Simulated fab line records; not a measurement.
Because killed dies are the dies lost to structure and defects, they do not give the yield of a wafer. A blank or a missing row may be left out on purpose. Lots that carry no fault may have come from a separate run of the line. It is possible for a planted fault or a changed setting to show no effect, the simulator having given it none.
fab line records    flow sky130    part 2 of 2: steps 32 to 41 of 41
record lots=5  wafers=15  last_day=49
route steps=708 shown LDD_N@244 LDD_P@255 LDD_HVN@267 LDD_HVP@278
lots that met no fault: from a run of the same line without faults
start_h: hours from the record's opening day to when the first of the lot's shown wafers began    wait_h: hours from the lot's prior step to this one    " repeats the value in the row above    L1.1+2: one row covering several wafers at once    - no value, or no start was given    * or withheld: withheld    < > ~ a bound
route shown NAME@n: NAME is a module with steps in the file, n the number in the route of the first one    usual: mean/standard deviation of fault-free wafers    same: alike in all rows    chamber/n: place in a boat    sites: the reading at each site    _std_site: standard deviation across them    _edge_site: inner sites' mean taken away from outer sites' mean    radius_mm: for every site, how far away it sits from the centre of the wafer    mask NAME#n: copy n    behind: the most recent tool/chamber to have shaped the wafer    hold: reason for holding the lot/hours on hold/outcome of the hold    device: transistor that didn't switch, given as n, p or np    end of line: tests run on the same wafers once the route is complete    a step with no rows: only its recipe    killed: count of dies lost to structure and defects at first sort (not the wafer's yield)    map: per-die view of a wafer (x killed, . not killed, _ where there is no die)
set.NAME: the setting as run; set.NAME@STEP: as run at that earlier step    model.NAME: the simulator's own value behind a step, which no gauge read
lots at some steps of the route; a table a step, a row a wafer
services: a tool's chamber out of use, with start hour (start_h, from the record's first day; less than 0 if before it), hours out, and reason
## steps
# step SKY_LDD_HVN_IMPLANT_08
# recipe species=P  energy_kev=60  dose_cm2=3e+13  tilt_deg=40
lot.wafer   tool          chamber  start_h  wait_h
L078.2+4+5  implanter-02  0        504.90   0.0
L081.3+5+6  implanter-01  0        533.09   0.1
L091.1+4+6  implanter-02  0        618.02   0.0
L094.1+4+6  implanter-02  0        633.29   0.0
L095.2+5+6  implanter-02  0        634.51   0.0
# step SKY_LDD_HVN_STRIP_09
# recipe chemistry=O2/N2  power_w=1400  pressure_mtorr=1500  platen_temp_c=withheld  o2_flow_sccm=3000  n2_flow_sccm=300  overash_fraction=0.5
# usual drypump_motor_current_A=5.5/0.36  oes_product_au=0.408/0.0044  strip_time_to_endpoint_s=4.132/0.015
lot.wafer  tool             chamber  start_h  wait_h  drypump_motor_current_A  oes_product_au  rf_hours_counter_h  strip_time_to_endpoint_s
L078.2     plasma_asher-01  1        505.02   0.1     5.7                      0.411           81                  4.116
L078.4     "                0        "        "       5.9                      0.414           -                   4.121
L078.5     "                0        "        "       5.9                      0.408           -                   4.128
L081.3     plasma_asher-04  1        533.22   0.1     5.3                      0.407           -                   4.134
L081.5     "                0        "        "       5.4                      0.410           -                   4.134
L081.6     "                1        "        "       5.3                      0.409           -                   4.123
L091.1     plasma_asher-03  0        618.17   0.1     6.1                      0.408           53                  4.145
L091.4     "                0        "        "       6.1                      0.401           -                   4.173
L091.6     "                0        "        "       6.1                      0.411           -                   4.146
L094.1     plasma_asher-04  0        633.44   0.1     5.4                      0.413           20                  4.148
L094.4     "                1        "        "       5.3                      0.413           -                   4.132
L094.6     "                1        "        "       5.3                      0.414           -                   4.145
L095.2     plasma_asher-03  1        634.64   0.1     5.0                      0.405           55                  4.139
L095.5     "                1        "        "       5.0                      0.403           -                   4.129
L095.6     "                0        "        "       6.1                      0.407           -                   4.134
# step SKY_LDD_HVN_TW_MEAS_10
# usual LDD_HVN_TW=1446/9.8
lot.wafer  tool           chamber  start_h  wait_h  LDD_HVN_TW
L078.2     film_metro-02  -        505.13   0.1     1444
L078.4     "              -        "        "       1436
L078.5     "              -        "        "       1442
L081.3     film_metro-02  -        533.31   0.1     1456
L081.5     "              -        "        "       1447
L081.6     "              -        "        "       1448
L091.1     film_metro-04  -        618.27   0.1     1443
L091.4     "              -        "        "       1439
L091.6     "              -        "        "       1432
L094.1     film_metro-03  -        633.58   0.1     1454
L094.4     "              -        "        "       1448
L094.6     "              -        "        "       1457
L095.2     film_metro-04  -        634.75   0.1     1430
L095.5     "              -        "        "       1435
L095.6     "              -        "        "       1430
# step SKY_LDD_HVP_DEHYDRATE_00
# recipe temp_c=200  time_s=60
# usual chill_plate_temp_C=23.00/0.11
lot.wafer  tool            chamber  start_h  wait_h  chill_plate_temp_C
L078.2     litho_track-02  0        519.91   14.8    22.73
L078.4     "               0        "        "       23.10
L078.5     "               0        "        "       23.04
L081.3     litho_track-04  0        547.88   14.6    23.04
L081.5     "               0        "        "       22.90
L081.6     "               0        "        "       22.99
L091.1     litho_track-02  0        631.74   13.5    22.95
L091.4     "               0        "        "       23.10
L091.6     "               0        "        "       23.18
L094.1     litho_track-02  0        646.59   13.0    23.04
L094.4     "               0        "        "       22.96
L094.6     "               0        "        "       22.95
L095.2     litho_track-02  0        648.41   13.7    22.87
L095.5     "               0        "        "       22.97
L095.6     "               0        "        "       22.67
# step SKY_LDD_HVP_HMDS_01
# recipe prime_time_s=60  prime_temp_c=120
# usual chill_plate_temp_C=22.99/0.087
lot.wafer  tool            chamber  start_h  wait_h  chill_plate_temp_C
L078.2     litho_track-02  0        520.06   0.1     22.99
L078.4     "               0        "        "       22.94
L078.5     "               0        "        "       22.91
L081.3     litho_track-04  0        548.03   0.1     23.11
L081.5     "               0        "        "       23.08
L081.6     "               0        "        "       23.02
L091.1     litho_track-02  0        631.89   0.1     23.18
L091.4     "               0        "        "       23.18
L091.6     "               0        "        "       23.17
L094.1     litho_track-02  0        646.74   0.1     23.02
L094.4     "               0        "        "       23.03
L094.6     "               0        "        "       22.95
L095.2     litho_track-02  0        648.56   0.1     23.05
L095.5     "               0        "        "       22.83
L095.6     "               0        "        "       22.83
# step SKY_LDD_HVP_COAT_02
# recipe resist=NOVOLAK  spin_rpm=3000  resist_thk_nm=300
# usual chill_plate_temp_C=22.99/0.11
lot.wafer  tool            chamber  start_h  wait_h  chill_plate_temp_C
L078.2     litho_track-02  0        520.21   0.1     23.07
L078.4     "               0        "        "       23.03
L078.5     "               0        "        "       23.11
L081.3     litho_track-04  0        548.18   0.1     23.16
L081.5     "               0        "        "       22.92
L081.6     "               0        "        "       22.98
L091.1     litho_track-02  0        632.04   0.1     22.85
L091.4     "               0        "        "       22.86
L091.6     "               0        "        "       23.01
L094.1     litho_track-02  0        646.89   0.1     23.05
L094.4     "               0        "        "       23.15
L094.6     "               0        "        "       22.98
L095.2     litho_track-02  0        648.71   0.1     23.20
L095.5     "               0        "        "       23.14
L095.6     "               0        "        "       23.22
# step SKY_LDD_HVP_SOFTBAKE_03
# recipe temp_c=90  time_s=60  resist=NOVOLAK
# usual chill_plate_temp_C=23.01/0.1
lot.wafer  tool            chamber  start_h  wait_h  chill_plate_temp_C
L078.2     litho_track-02  0        520.36   0.1     23.03
L078.4     "               0        "        "       23.13
L078.5     "               0        "        "       23.08
L081.3     litho_track-04  0        548.33   0.1     23.06
L081.5     "               0        "        "       22.98
L081.6     "               0        "        "       23.07
L091.1     litho_track-02  0        632.19   0.1     23.07
L091.4     "               0        "        "       22.89
L091.6     "               0        "        "       22.95
L094.1     litho_track-02  0        647.04   0.1     22.83
L094.4     "               0        "        "       22.96
L094.6     "               0        "        "       22.84
L095.2     litho_track-02  0        648.86   0.1     23.07
L095.5     "               0        "        "       22.96
L095.6     "               0        "        "       23.11
# step SKY_LDD_HVP_EXPOSE_04
# recipe mask_id=HVPTM  na=0.6  source_shape=conventional  sigma_outer=0.6  polarization=unpolarized  target_cd_nm=700  dose_mj=86
lot.wafer   tool              chamber  start_h  wait_h  mask
L078.2+4+5  iline_stepper-01  0        -        -       HVPTM#0
L081.3+5+6  iline_stepper-02  0        -        -       HVPTM#0
L091.1+4+6  iline_stepper-02  0        -        -       HVPTM#0
L094.1+4+6  iline_stepper-01  0        -        -       HVPTM#0
L095.2+5+6  iline_stepper-02  0        -        -       HVPTM#0
# step SKY_LDD_HVP_PEB_05
# recipe temp_c=withheld  time_s=*  resist=NOVOLAK
# usual chill_plate_temp_C=*
lot.wafer  tool            chamber  start_h  wait_h  chill_plate_temp_C
L078.2     litho_track-04  0        -        -       *
L078.4     "               0        "        "       *
L078.5     "               0        "        "       *
L081.3     litho_track-04  0        -        -       *
L081.5     "               0        "        "       *
L081.6     "               0        "        "       *
L091.1     litho_track-03  0        -        -       *
L091.4     "               0        "        "       *
L091.6     "               0        "        "       *
L094.1     litho_track-03  0        -        -       *
L094.4     "               0        "        "       *
L094.6     "               0        "        "       *
L095.2     litho_track-02  0        -        -       *
L095.5     "               0        "        "       *
L095.6     "               0        "        "       *
# step SKY_LDD_HVP_DEVELOP_06
# recipe resist=NOVOLAK  developer=TMAH  develop_time_s=60  dev_temp_c=23
# usual chill_plate_temp_C=22.98/0.11
lot.wafer  tool            chamber  start_h  wait_h  chill_plate_temp_C
L078.2     litho_track-04  0        535.85   0.1     23.07
L078.4     "               0        "        "       22.92
L078.5     "               0        "        "       23.18
L081.3     litho_track-04  0        563.03   0.1     22.92
L081.5     "               0        "        "       22.91
L081.6     "               0        "        "       23.03
L091.1     litho_track-03  0        645.65   0.1     23.11
L091.4     "               0        "        "       23.02
L091.6     "               0        "        "       23.11
L094.1     litho_track-03  0        660.85   0.1     22.94
L094.4     "               0        "        "       22.97
L094.6     "               0        "        "       23.07
L095.2     litho_track-02  0        662.66   0.1     23.10
L095.5     "               0        "        "       23.10
L095.6     "               0        "        "       23.17
## services
tool              chamber  start_h  hours  kind
iline_stepper-02  -        419.47   1.7    pm
plasma_asher-04   -        421.25   9.0    pm
plasma_asher-04   0        421.25   9.0    vent_cycle
plasma_asher-01   -        440.15   0.6    repair
implanter-02      -        444.49   7.5    pm
implanter-03      -        460.52   3.2    repair
plasma_asher-04   -        470.01   3.1    repair
litho_track-01    -        470.33   -      consumable_replace:filter
iline_stepper-01  0        486.44   -      calibration
implanter-01      -        489.79   8.7    repair
iline_stepper-01  -        500.76   2.2    repair
implanter-02      -        527.26   1.3    repair
plasma_asher-02   -        551.04   1.3    repair
implanter-03      -        558.35   1.1    repair
implanter-02      -        576.69   3.3    repair
iline_stepper-02  0        587.97   -      calibration
implanter-03      -        587.97   1.3    repair
plasma_asher-01   -        590.03   6.1    repair
iline_stepper-01  -        601.68   5.7    repair
litho_track-03    -        607.20   -      consumable_replace:filter
iline_stepper-01  -        607.38   1.7    pm
plasma_asher-03   -        615.88   0.7    repair
iline_stepper-02  -        637.59   1.7    pm
implanter-03      -        650.81   2.6    repair
